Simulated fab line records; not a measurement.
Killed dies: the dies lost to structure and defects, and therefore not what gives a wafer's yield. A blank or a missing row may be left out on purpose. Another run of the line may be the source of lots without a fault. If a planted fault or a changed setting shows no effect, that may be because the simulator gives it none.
fab line records	flow sky130
record: lots: 6	wafers: 18	last-day: 50
route steps=708 shown FIELD_ISO@25 NWELL@32 DNWELL@35 PWDE@45
lots that met no fault: from a run of the same line without faults
start-h: the number of hours between the record's first day and the start of the first shown wafer of the lot	wait-h: hours from the lot's prior step to this one	" unchanged from the row above	L1.1+2: several wafers, shown together as one row	- no value present, or no start provided	* or withheld: withheld	< > ~ a bound
route shown NAME@n: a module of which the file shows steps, and the number in the route of the first	usual: mean/standard deviation of fault-free wafers	same: alike in all rows	chamber/n: place in a boat	sites: each site's reading	_std_site: their standard deviation	_edge_site: the outer-site mean with the inner-site mean subtracted	radius-mm: how far each site lies from the wafer's centre	mask NAME#n: copy n	behind: the most recent tool/chamber to have shaped the wafer	hold: what put the lot on hold/how long, in hours/how the hold closed	device: whichever transistor did not switch (one of n, p or np)	end of line: tests run on the same wafers once the route is complete	for a step that has no rows: nothing shown but its recipe	killed: dies lost to structure and defects at the first sort, not the wafer's yield	map: a wafer's dies, x killed, . not, _ none there
set.NAME: the setting the step ran with; set.NAME@STEP: the setting that earlier step ran with	model.NAME: the simulator's own value behind a step, which no gauge read
lots at selected steps of the route; one table per step, one row per wafer
services: from which hour (start-h, from the record's first day; less than 0 if before it) a tool's chamber was out of use, for how many hours, and why
== steps ==
step: SKY_FIELD_ISO_CVD_24
recipe: material: SiO2	target-thk-nm: 595	temp-c: 650	sigma-open-frac: 0.3	time-s: 99.2	sih4-flow-sccm: 60	pressure-mtorr: 6
step: SKY_FIELD_ISO_THK_MEAS_25
recipe: reads: SiO2_of_FIELD_ISO_CVD_24
usual: FIELD_ISO_CVD_24_THK: 593/5.8
lot.wafer	tool	chamber	start-h	wait-h	FIELD_ISO_CVD_24_THK[nm]
L184.1	film-metro-01	-	49.04	0.0	598
L184.2	"	-	"	"	594
L184.3	"	-	"	"	592
L192.1	film-metro-04	-	89.33	0.0	590
L192.2	"	-	"	"	592
L192.5	"	-	"	"	594
L193.1	film-metro-03	-	92.63	0.0	591
L193.2	"	-	"	"	588
L193.4	"	-	"	"	583
L202.1	film-metro-03	-	143.06	0.0	599
L202.2	"	-	"	"	595
L202.4	"	-	"	"	604
L203.1	film-metro-04	-	145.58	0.0	602
L203.3	"	-	"	"	599
L203.6	"	-	"	"	596
L204.1	film-metro-01	-	151.97	0.0	588
L204.3	"	-	"	"	590
L204.5	"	-	"	"	593
step: SKY_FIELD_ISO_ANNEAL_26
recipe: temp-c: 1000	time-s: 1800	ambient: N2
step: SKY_FIELD_ISO_CMP_27
recipe: stop-on: Si3N4	t-overpolish-s: 16	down-force-psi: 4	platen-rpm: 60	target-thk-nm: 457.8	pad-velocity-m-s: 0.94248
usual: edge-zone-pressure-frac: 0.999/0.0047	motor-current-A: 12.1/1.4	overpolish-run-s: 15.999/0.0085	time-to-endpoint-s: 110.7/2.7
lot.wafer	tool	chamber	start-h	wait-h	edge-zone-pressure-frac	motor-current-A	overpolish-run-s	time-to-endpoint-s
L184.3	cmp-01	0	50.90	0.1	0.997	13.5	15.994	106.3
L184.1	"	1	"	"	0.999	13.8	16.013	107.1
L184.2	"	2	"	"	0.998	11.8	16.021	106.5
L192.1	cmp-01	1	90.94	0.1	0.999	13.3	15.998	114.5
L192.2	"	2	"	"	1.001	11.3	16.001	107.4
L192.5	"	1	"	"	1.000	13.1	16.004	115.1
L193.1	cmp-01	1	94.70	0.0	1.005	13.9	16.005	114.1
L193.2	"	3	"	"	1.003	10.5	15.996	110.4
L193.4	"	0	"	"	0.997	13.6	15.985	113.5
L202.1	cmp-01	1	144.92	0.0	1.005	13.6	16.004	110.9
L202.2	"	2	"	"	1.009	11.9	16.005	106.7
L202.4	"	0	"	"	0.996	13.1	15.984	110.5
L203.1	cmp-02	2	148.02	0.0	1.004	10.4	16.004	107.9
L203.3	"	3	"	"	1.003	14.2	16.013	109.6
L203.6	"	3	"	"	1.004	14.5	16.002	109.0
L204.1	cmp-02	3	153.58	0.1	1.002	14.4	16.008	107.0
L204.3	"	1	"	"	1.001	11.5	15.997	111.4
L204.5	"	3	"	"	1.005	14.5	15.981	114.2
step: SKY_FIELD_ISO_WET_ETCH_28
recipe: chemistry: dHF	target-depth-nm: 23.7	target: SiO2	dilution: 10:1	temp-c: 25	time-s: 47
step: SKY_FIELD_ISO_WET_ETCH_29
recipe: chemistry: H3PO4	target-depth-nm: 160	target: Si3N4	temp-c: 160	time-s: 1825
step: SKY_FIELD_ISO_WET_ETCH_30
recipe: chemistry: dHF	target-depth-nm: 25	target: SiO2	dilution: 10:1	temp-c: 25	time-s: 50
step: SKY_NWELL_CLEAN_00
recipe: chemistry: SC1/SC2	mix: 1:4:20	temp-c: 70	time-s: 150	dry: n2-spin
step: SKY_NWELL_OXIDATION_01
recipe: temp-c: 900	ambient: O2	stabilise-s: 600	purge-s: 300	target-thk-a: 100	ox-time-s: 1418
step: SKY_NWELL_THK_MEAS_02
recipe: reads: SiO2_of_NWELL_OXIDATION_01
usual: NWELL_OXIDATION_THK: 10.02/0.19
lot.wafer	tool	chamber	start-h	wait-h	NWELL_OXIDATION_THK[nm]
L184.1	film-metro-04	-	54.88	0.0	10.02
L184.2	"	-	"	"	10.00
L184.3	"	-	"	"	9.93
L192.1	film-metro-03	-	93.20	0.0	9.94
L192.2	"	-	"	"	9.73
L192.5	"	-	"	"	9.91
L193.1	film-metro-02	-	100.38	0.0	10.07
L193.2	"	-	"	"	9.95
L193.4	"	-	"	"	9.81
L202.1	film-metro-02	-	148.36	0.0	10.27
L202.2	"	-	"	"	10.35
L202.4	"	-	"	"	10.21
L203.1	film-metro-02	-	150.66	0.0	10.26
L203.3	"	-	"	"	10.05
L203.6	"	-	"	"	10.10
L204.1	film-metro-04	-	155.90	0.0	10.44
L204.3	"	-	"	"	10.44
L204.5	"	-	"	"	10.31
step: SKY_DNWELL_DEHYDRATE_00
recipe: temp-c: 200	time-s: 60
step: SKY_DNWELL_HMDS_01
recipe: prime-time-s: 60	prime-temp-c: 120
step: SKY_DNWELL_COAT_02
recipe: spin-rpm: 2000	resist-thk-nm: 3000
usual: chill-plate-temp-C: 23.01/0.099	dispense-pressure-kPa: 49/4.3	resist-line-temp-C: 22.99/0.11
lot.wafer	tool	chamber	start-h	wait-h	chill-plate-temp-C	dispense-pressure-kPa	resist-line-temp-C
L184.1	litho-track-03	0	61.88	0.1	23.00	43	23.08
L184.2	"	0	"	"	23.12	43	22.96
L184.3	"	0	"	"	22.91	43	22.89
L192.1	litho-track-01	-	101.31	0.1	-	-	-
L192.2	"	-	"	"	-	-	-
L192.5	"	-	"	"	-	-	-
L193.1	litho-track-02	-	109.30	0.1	-	-	-
L193.2	"	-	"	"	-	-	-
L193.4	"	-	"	"	-	-	-
L202.1	litho-track-02	0	157.60	0.1	23.04	52	23.14
L202.2	"	0	"	"	22.90	52	23.01
L202.4	"	0	"	"	22.92	52	22.98
L203.1	litho-track-02	0	160.50	0.1	23.03	52	23.00
L203.3	"	0	"	"	22.99	52	22.87
L203.6	"	0	"	"	22.85	52	23.02
L204.1	litho-track-03	0	165.83	0.1	22.85	43	23.02
L204.3	"	0	"	"	23.09	43	23.11
L204.5	"	0	"	"	23.02	43	22.91
step: SKY_DNWELL_SOFTBAKE_03
recipe: temp-c: 110	time-s: withheld
step: SKY_DNWELL_EXPOSE_04
recipe: mask-id: DNM	na: 0.57	target-cd-nm: 3000	dose-mj: 222
step: SKY_DNWELL_PEB_05
recipe: temp-c: 115	time-s: withheld
step: SKY_DNWELL_DEVELOP_06
recipe: wall-angle-deg: 90	developer: TMAH	develop-time-s: 60	dev-temp-c: 23
step: SKY_DNWELL_IMPLANT_07
recipe: species: P	energy-kev: withheld	dose-cm2: withheld	tilt-deg: withheld
step: SKY_DNWELL_STRIP_08
recipe: chemistry: O2/N2	power-w: 1400	pressure-mtorr: 1500	platen-temp-c: withheld	o2-flow-sccm: 3000	n2-flow-sccm: 304.5	overash-fraction: 0.5
usual: drypump-motor-current-A: 5.7/0.42	o2-flow-sccm: 3000/10	oes-product-au: 0.723/0.0043	strip-time-to-endpoint-s: 36.89/0.11
lot.wafer	tool	chamber	start-h	wait-h	drypump-motor-current-A	o2-flow-sccm	oes-product-au	rf-hours-counter-h	strip-time-to-endpoint-s
L184.1	plasma-asher-04	1	70.96	0.1	6.3	2996	0.733	27	36.76
L184.2	"	0	"	"	5.6	2991	0.720	27	36.73
L184.3	"	1	"	"	6.3	3004	0.728	-	36.84
L192.1	plasma-asher-03	1	110.36	0.1	5.2	2997	-	41	-
L192.2	"	0	"	"	5.7	3000	-	41	-
L192.5	"	1	"	"	5.3	2999	-	-	-
L193.1	plasma-asher-02	1	118.01	0.1	6.2	2998	-	0	-
L193.2	"	0	"	"	5.3	3003	-	0	-
L193.4	"	1	"	"	6.2	2995	-	-	-
L202.1	plasma-asher-02	0	168.53	0.1	5.2	3011	0.731	4	36.88
L202.2	"	1	"	"	6.1	2998	0.721	4	36.95
L202.4	"	0	"	"	5.2	3004	0.722	-	36.95
L203.1	plasma-asher-04	0	170.98	0.1	5.6	3009	0.723	37	37.03
L203.3	"	1	"	"	6.3	2992	0.729	-	36.98
L203.6	"	1	"	"	6.4	2994	0.716	-	37.02
L204.1	plasma-asher-04	0	175.76	0.1	5.6	2995	0.718	37	36.98
L204.3	"	1	"	"	6.3	3000	0.718	-	36.96
L204.5	"	1	"	"	6.3	2995	0.720	-	36.89
step: SKY_DNWELL_TW_MEAS_09
usual: DNWELL_TW: 1113/7.5
lot.wafer	tool	chamber	start-h	wait-h	DNWELL_TW
L184.1	film-metro-04	-	71.06	0.1	1108
L184.2	"	-	"	"	1111
L184.3	"	-	"	"	1112
L192.1	film-metro-04	-	110.46	0.1	1117
L192.2	"	-	"	"	1127
L192.5	"	-	"	"	1129
L193.1	film-metro-03	-	118.11	0.1	1110
L193.2	"	-	"	"	1106
L193.4	"	-	"	"	1114
L202.1	film-metro-04	-	168.63	0.1	1105
L202.2	"	-	"	"	1107
L202.4	"	-	"	"	1104
L203.1	film-metro-03	-	171.08	0.1	1117
L203.3	"	-	"	"	1122
L203.6	"	-	"	"	1126
L204.1	film-metro-04	-	175.86	0.1	1109
L204.3	"	-	"	"	1115
L204.5	"	-	"	"	1097
step: SKY_PWDE_DEHYDRATE_00
recipe: temp-c: 200	time-s: 60
step: SKY_PWDE_HMDS_01
recipe: prime-time-s: 60	prime-temp-c: 120
step: SKY_PWDE_COAT_02
recipe: spin-rpm: 2000	resist-thk-nm: 3000
step: SKY_PWDE_SOFTBAKE_03
recipe: temp-c: 110	time-s: withheld
step: SKY_PWDE_EXPOSE_04
recipe: mask-id: PWDEM	na: 0.6	source-shape: conventional	sigma-outer: 0.6	polarization: unpolarized	target-cd-nm: 840	dose-mj: 214
step: SKY_PWDE_PEB_05
recipe: temp-c: 115	time-s: withheld
step: SKY_PWDE_DEVELOP_06
recipe: wall-angle-deg: 90	developer: TMAH	develop-time-s: 60	dev-temp-c: 23
step: SKY_PWDE_OVL_MEAS_07
usual: PWDE_OVL: 1.3/1.6
lot.wafer	tool	chamber	start-h	wait-h	PWDE_OVL[nm]
L184.1	overlay-02	-	87.24	-	2.0
L184.2	"	-	"	"	2.3
L184.3	"	-	"	"	0.0
L192.1	overlay-01	-	128.93	-	1.5
L192.2	"	-	"	"	0.9
L192.5	"	-	"	"	1.9
L193.1	overlay-02	-	137.08	-	0.5
L193.2	"	-	"	"	0.2
L193.4	"	-	"	"	0.6
L202.1	overlay-01	-	187.83	-	3.7
L202.2	"	-	"	"	4.0
L202.4	"	-	"	"	3.0
L203.1	overlay-02	-	190.61	-	-1.4
L203.3	"	-	"	"	0.2
L203.6	"	-	"	"	-1.2
L204.1	overlay-02	-	195.53	-	0.0
L204.3	"	-	"	"	0.6
L204.5	"	-	"	"	0.7
step: SKY_PWDE_IMPLANT_08
recipe: species: B	energy-kev: 150	dose-cm2: 3.6e+12	tilt-deg: withheld
step: SKY_PWDE_STRIP_09
recipe: chemistry: O2/N2	power-w: 1400	pressure-mtorr: 1500	platen-temp-c: withheld	o2-flow-sccm: 3000	n2-flow-sccm: 300	overash-fraction: 0.5
usual: drypump-motor-current-A: 5.6/0.38	o2-flow-sccm: 2999/9.7	oes-product-au: 0.721/0.0043	strip-time-to-endpoint-s: 36.89/0.091
lot.wafer	tool	chamber	start-h	wait-h	drypump-motor-current-A	o2-flow-sccm	oes-product-au	rf-hours-counter-h	strip-time-to-endpoint-s
L184.1	plasma-asher-02	0	87.43	0.1	5.3	3011	0.717	41	36.82
L184.2	"	1	"	"	6.2	2982	0.724	41	36.88
L184.3	"	1	"	"	6.2	3002	0.722	-	36.83
L192.1	plasma-asher-02	1	129.12	0.1	6.2	2998	0.729	1	36.97
L192.2	"	0	"	"	5.3	3013	0.718	1	36.94
L192.5	"	0	"	"	5.3	3011	0.725	-	36.83
L193.1	plasma-asher-01	0	137.27	0.1	5.4	3004	0.727	45	36.91
L193.2	"	1	"	"	5.5	2994	0.721	45	36.84
L193.4	"	0	"	"	5.4	3004	0.730	-	36.85
L202.1	plasma-asher-04	0	188.02	0.1	5.6	2988	0.711	38	36.73
L202.2	"	1	"	"	6.3	3016	0.719	38	36.70
L202.4	"	0	"	"	5.6	3003	0.716	-	36.63
L203.1	plasma-asher-04	0	190.80	0.1	5.5	3002	0.722	38	36.93
L203.3	"	0	"	"	5.6	2989	0.728	-	36.83
L203.6	"	0	"	"	5.6	2981	0.731	-	36.87
L204.1	plasma-asher-01	0	195.72	0.1	5.3	2992	0.727	51	36.84
L204.3	"	1	"	"	5.5	3001	0.723	-	36.75
L204.5	"	1	"	"	5.5	3006	0.721	-	36.82
step: SKY_PWDE_TW_MEAS_10
usual: PWDE_TW: 374.4/2.6
lot.wafer	tool	chamber	start-h	wait-h	PWDE_TW
L184.1	film-metro-04	-	87.53	0.1	373.4
L184.2	"	-	"	"	373.4
L184.3	"	-	"	"	375.6
L192.1	film-metro-04	-	129.22	0.1	1134.0
L192.2	"	-	"	"	1132.1
L192.5	"	-	"	"	1135.5
L193.1	film-metro-03	-	137.37	0.1	1123.4
L193.2	"	-	"	"	1130.6
L193.4	"	-	"	"	1132.0
L202.1	film-metro-04	-	188.12	0.1	371.5
L202.2	"	-	"	"	372.8
L202.4	"	-	"	"	369.7
L203.1	film-metro-04	-	190.90	0.1	370.3
L203.3	"	-	"	"	370.7
L203.6	"	-	"	"	372.7
L204.1	film-metro-03	-	195.82	0.1	375.6
L204.3	"	-	"	"	373.1
L204.5	"	-	"	"	374.5
step: SKY_NWELL_DEHYDRATE_03
recipe: temp-c: 200	time-s: 60
step: SKY_NWELL_HMDS_04
recipe: prime-time-s: 60	prime-temp-c: 120
step: SKY_NWELL_COAT_05
recipe: spin-rpm: 2000	resist-thk-nm: 3000
step: SKY_NWELL_SOFTBAKE_06
recipe: temp-c: 110	time-s: withheld
step: SKY_NWELL_EXPOSE_07
recipe: mask-id: NWM	na: 0.6	source-shape: conventional	sigma-outer: 0.6	polarization: unpolarized	target-cd-nm: 840	dose-mj: 255
step: SKY_NWELL_PEB_08
recipe: temp-c: 115	time-s: withheld
step: SKY_NWELL_DEVELOP_09
recipe: wall-angle-deg: 90	developer: TMAH	develop-time-s: 60	dev-temp-c: 23.46
step: SKY_NWELL_OVL_MEAS_10
usual: NWELL_00_OVL: 0.7/1.4
lot.wafer	tool	chamber	start-h	wait-h	NWELL_00_OVL[nm]
L184.1	overlay-02	-	104.39	-	0.1
L184.2	"	-	"	"	0.0
L184.3	"	-	"	"	-0.1
L192.1	overlay-02	-	147.95	-	0.1
L192.2	"	-	"	"	-0.5
L192.5	"	-	"	"	-0.3
L193.1	overlay-01	-	156.95	-	-3.2
L193.2	"	-	"	"	-0.1
L193.4	"	-	"	"	-0.3
L202.1	overlay-02	-	209.19	-	-1.3
L202.2	"	-	"	"	0.3
L202.4	"	-	"	"	0.0
L203.1	overlay-02	-	212.38	-	2.1
L203.3	"	-	"	"	2.3
L203.6	"	-	"	"	1.6
L204.1	overlay-01	-	217.93	-	-0.7
L204.3	"	-	"	"	-1.1
L204.5	"	-	"	"	0.6
step: SKY_NWELL_IMPLANT_11
recipe: species: P	energy-kev: 400	dose-cm2: 1.9e+13	tilt-deg: withheld
step: SKY_NWELL_IMPLANT_12
recipe: species: P	energy-kev: 120	dose-cm2: 1.3e+12	tilt-deg: withheld
step: SKY_NWELL_IMPLANT_13
recipe: species: P	energy-kev: 50	dose-cm2: 7e+11	tilt-deg: withheld
step: SKY_NWELL_TW_MEAS_15
usual: NWELL_TW: 1818/13
lot.wafer	tool	chamber	start-h	wait-h	NWELL_TW
L184.1	film-metro-04	-	104.98	0.1	1819
L184.2	"	-	"	"	1819
L184.3	"	-	"	"	1828
L192.1	film-metro-04	-	148.53	0.1	1927
L192.2	"	-	"	"	1925
L192.5	"	-	"	"	1924
L193.1	film-metro-04	-	157.61	0.1	1911
L193.2	"	-	"	"	1919
L193.4	"	-	"	"	1910
L202.1	film-metro-04	-	209.78	0.1	1803
L202.2	"	-	"	"	1809
L202.4	"	-	"	"	1814
L203.1	film-metro-03	-	212.97	0.1	1829
L203.3	"	-	"	"	1820
L203.6	"	-	"	"	1805
L204.1	film-metro-03	-	218.57	0.1	1821
L204.3	"	-	"	"	1826
L204.5	"	-	"	"	1830
step: SKY_NWELL_TW_MEAS_26
usual: NWELL_2_TW: 496/3.2
lot.wafer	tool	chamber	start-h	wait-h	NWELL_2_TW
L184.1	film-metro-04	-	122.93	0.1	496
L184.2	"	-	"	"	497
L184.3	"	-	"	"	496
L192.1	film-metro-03	-	169.33	0.1	1157
L192.2	"	-	"	"	1150
L192.5	"	-	"	"	1145
L193.1	film-metro-04	-	178.07	0.1	1136
L193.2	"	-	"	"	1128
L193.4	"	-	"	"	1136
L202.1	film-metro-04	-	232.17	0.1	498
L202.2	"	-	"	"	498
L202.4	"	-	"	"	497
L203.1	film-metro-03	-	235.38	0.1	499
L203.3	"	-	"	"	498
L203.6	"	-	"	"	497
L204.1	film-metro-04	-	241.32	0.1	491
L204.3	"	-	"	"	491
L204.5	"	-	"	"	494
== services ==
tool	chamber	start-h	hours	kind
plasma-asher-01	-	58.50	1.2	repair
cmp-02	-	64.00	4.0	pm
cmp-02	-	68.00	-	consumable-replace:conditioner
cmp-02	-	68.00	-	consumable-replace:pad
cmp-02	-	100.23	1.3	repair
plasma-asher-02	-	108.75	9.0	pm
plasma-asher-02	0	108.75	9.0	vent-cycle
plasma-asher-02	1	108.75	9.0	vent-cycle
plasma-asher-04	-	117.56	2.8	pm
plasma-asher-02	0	117.75	-	clean
plasma-asher-02	1	117.75	-	clean
plasma-asher-02	-	135.73	6.5	repair
plasma-asher-01	-	153.29	2.8	pm
cmp-02	-	159.09	0.7	repair
== key ==
first-sign: step: SKY_DNWELL_COAT_02	reading: tool-record	direction: missing
effect: step: SKY_PWDE_TW_MEAS_10	reading: PWDE_TW	direction: up	sigmas: 99+	usual: 374.4	struck: 1131.3
effect: step: SKY_NWELL_TW_MEAS_15	reading: NWELL_TW	direction: up	sigmas: 7.7	usual: 1818	struck: 1920
effect: step: SKY_NWELL_TW_MEAS_26	reading: NWELL_2_TW	direction: up	sigmas: 99+	usual: 496	struck: 1142
met-at SKY_DNWELL_COAT_02
struck-wafers L192.1,L192.2,L192.5,L193.1,L193.2,L193.4
sort-left-out L192.1,L192.2,L192.5,L193.1,L193.2,L193.4
tester-left-out L192,L193
fault: kind: skipped-step-whole	tool: litho-track-01,litho-track-02	chamber: -	onset-h: 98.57	steps: SKY_DNWELL_COAT_02	scope: struck-lots-only
tester-left-out: of these lots the tester's yield and bins aren't shown, on N5 and GAA mostly nor the transistor test; their killed dies are dies lost to structure and defects alone, not to doping, threshold or leakage, so they don't give the yield
sort-left-out: the simulated sort isn't trusted on such a fault, so these wafers' sort isn't shown, and their yield isn't known
